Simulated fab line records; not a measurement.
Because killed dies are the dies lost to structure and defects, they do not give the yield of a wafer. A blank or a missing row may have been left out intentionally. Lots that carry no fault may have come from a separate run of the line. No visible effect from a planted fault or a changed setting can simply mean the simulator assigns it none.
One fault through the eyes of 2 desks	flow sky130	each desk holds nothing but its own numbers, with what lay behind them at the end

== TOOL OWNER'S DESK, pvd_sputter-02 ==
The tool's own readings at SKY_METAL5_SPUTTER_02 (material AlCu, target thk 1150 nm, time 61.2 s): means of the sampled wafers that have a number, for each lot that ran on this tool. The brackets show how far a lot's mean lies from the usual mean; more than 4 standard deviations puts the lot out of limits, marked OUT.
Columns: A = cathode_dc_power_W at SKY_METAL5_SPUTTER_02, usual 10600 W; B = chamber_pressure_pa at SKY_METAL5_SPUTTER_02, usual 0.4000 Pa; C = throttle_valve_pct at SKY_METAL5_SPUTTER_02, usual 29.3 %
lot	first seen here	A	B	C
L439	day 43 03:40	10600	0.4000	30.2
L445	day 44 11:16	10598	0.4009	30.3
L450	day 46 18:43	11024 (+99 or more) OUT	0.4004	29.2
L454	day 47 11:59	11022 (+99 or more) OUT	0.3998	29.8
This desk's finding: out of limits on L450, L454; first on L450, day 46 18:43 (cathode_dc_power_W at SKY_METAL5_SPUTTER_02). Within limits: L439, L445.

== FROM THE METROLOGY DESK ==
Lot by lot, what the gauges showed, no matter which tool ran the lot: averages of those sampled wafers that carry a number. The brackets show how far a lot's mean lies from the usual mean; more than 4 standard deviations puts the lot out of limits, marked OUT.
Columns: A = cd_nm at SKY_VIA3_CD_MEAS_12, usual 199.9 nm; B = VIA3_OVL at SKY_VIA3_OVL_MEAS_13, usual -1 nm; C = METAL5_ALCU_RS at SKY_METAL5_RS_MEAS_05, usual 0.0271 ohm/sq; D = METAL5_ALCU_THK at SKY_METAL5_THK_MEAS_06, usual 1139 nm
lot	first seen here	A	B	C	D
L439	day 39 22:50	199.0	-6	0.0271	1137
L442	day 40 10:51	199.2	4	0.0266	1162
L444	day 41 02:37	200.0	1	0.0275	1117
L445	day 41 07:50	199.2	4	0.0269	1147
L447	day 42 04:47	199.1	-4	0.0271	1141
L450	day 43 20:56	198.7	-1	0.0264	1180
L452	day 44 11:53	201.0	-2	0.0270	1145
L454	day 44 14:18	198.7	-3	0.0260	1184
L459	day 45 08:56	199.8	-4	0.0270	1152
L460	day 45 11:30	200.8	-4	0.0269	1151
L462	day 46 09:44	199.3	-3	0.0273	1139
This desk's finding: nothing out of limits on any of the 11 lots.

== ALL TOGETHER ==
At day 46 18:43, on L450, L454, the tool owner's desk was in a position to raise an alarm.
Metrology desk: nothing out of limits seen.
The metrology desk holds a record of L450, L454, inside its limits.
SKY_METAL5_SPUTTER_02 was run on pvd_sputter-02 by each of the lots named.

== WHAT THE SIMULATOR PUT IN ==
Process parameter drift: pvd_sputter-02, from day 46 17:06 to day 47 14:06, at SKY_METAL5_SPUTTER_02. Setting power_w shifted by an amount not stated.
Lots struck among those shown: L450, L454.
Delay in hours, fault start to first out-of-limits reading, by desk: the tool owner's desk at 2.
